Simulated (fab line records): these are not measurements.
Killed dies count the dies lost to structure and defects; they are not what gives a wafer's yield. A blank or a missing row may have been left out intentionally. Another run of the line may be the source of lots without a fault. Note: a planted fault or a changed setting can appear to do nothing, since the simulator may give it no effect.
2 desks, one fault + flow sfq line + what lay behind the numbers comes last; until then each desk has only its own

THE TOOL OWNER'S DESK: rie metal-04
The tool's own readings at SFQ_TRILAYER_R5_ETCH_METAL_ETCH_139 (etches the open film in Cl2, stops on SiO2, target depth 60 nm, time 40 s): means of the sampled wafers that have a number, for each lot that ran on this tool. The brackets show how far a lot's mean lies from the usual mean; more than 4 standard deviations puts the lot out of limits, marked OUT.
Columns: A = drypump motor current A at SFQ_TRILAYER_R5_ETCH_METAL_ETCH_139, usual 5.9 A; B = oes product au at SFQ_TRILAYER_R5_ETCH_METAL_ETCH_139, usual 0.987 a.u.
| lot  | first seen here | A   | B                |
|------|-----------------|-----|------------------|
| L569 | day 56 05:46    | 6.2 | 0.991            |
| L580 | day 65 11:55    | 5.0 | 0.986            |
| L581 | day 65 14:43    | 5.8 | 0.909 (-13) OUT  |
| L582 | day 65 21:09    | 5.4 | 0.909 (-13) OUT  |
| L584 | day 66 11:58    | 5.4 | 0.946 (-7.0) OUT |
Finding of this desk: L581, L582, L584 out of limits; the first was L581 at day 65 14:43, on oes product au at SFQ_TRILAYER_R5_ETCH_METAL_ETCH_139. Within limits: L569, L580.

AT THE METROLOGY DESK
Lot by lot, what the gauges showed, no matter which tool ran the lot: averages of those sampled wafers that carry a number. The brackets show how far a lot's mean lies from the usual mean; more than 4 standard deviations puts the lot out of limits, marked OUT.
Columns: A = R5_MONX_RS at SFQ_R5_RS_MEAS_933, usual 7.04 ohm/sq; B = R5_MONX_THK at SFQ_R5_THK_MEAS_934, usual 40.1 nm; C = R5_OVL at SFQ_R5_OVL_MEAS_935, usual -2 nm; D = I5_OVL at SFQ_I5_OVL_MEAS_936, usual 2 nm; E = C5_OVL at SFQ_C5_OVL_MEAS_937, usual 0 nm; F = M6_NB_RS at SFQ_M6_RS_MEAS_938, usual 0.894 ohm/sq; G = M8_BOW at SFQ_M8_BOW_MEAS_951, usual 10 um
| lot  | first seen here | A    | B    | C   | D  | E  | F     | G  |
|------|-----------------|------|------|-----|----|----|-------|----|
| L569 | day 56 01:18    | 7.04 | 40.0 | 0   | 9  | 1  | 0.902 | 10 |
| L573 | day 58 23:47    | 7.00 | 40.8 | -1  | 1  | -1 | 0.900 | -5 |
| L574 | day 59 00:58    | 7.05 | 40.4 | -2  | -7 | 1  | 0.900 | -1 |
| L580 | day 65 09:13    | 7.08 | 39.6 | -11 | -2 | 2  | 0.892 | 10 |
| L581 | day 65 12:11    | 7.08 | 39.4 | -1  | -9 | -9 | 0.898 | -4 |
| L582 | day 65 17:56    | 7.01 | 39.7 | -6  | 7  | 5  | 0.912 | 0  |
| L584 | day 66 09:27    | 7.05 | 39.9 | -6  | 10 | 3  | 0.896 | 21 |
This desk found nothing out of limits on any of the 7 lots.

BROUGHT TOGETHER
The tool owner's desk had the chance to raise an alarm at day 65 14:43 on L581, L582, L584.
Metrology desk: nothing out of limits seen.
The metrology desk holds a record of L581, L582, L584, inside its limits.
Of the lots named, all ran SFQ_TRILAYER_R5_ETCH_METAL_ETCH_139 on rie metal-04.

WHAT HAD BEEN PUT IN BY THE SIMULATOR
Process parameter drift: rie metal-04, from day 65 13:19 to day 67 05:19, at SFQ_TRILAYER_R5_ETCH_METAL_ETCH_139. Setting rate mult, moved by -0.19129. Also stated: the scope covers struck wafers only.
Shown lots that were struck: L581, L582, L584.
Delay in hours, fault start to first out-of-limits reading, by desk: the tool owner's desk at 1.
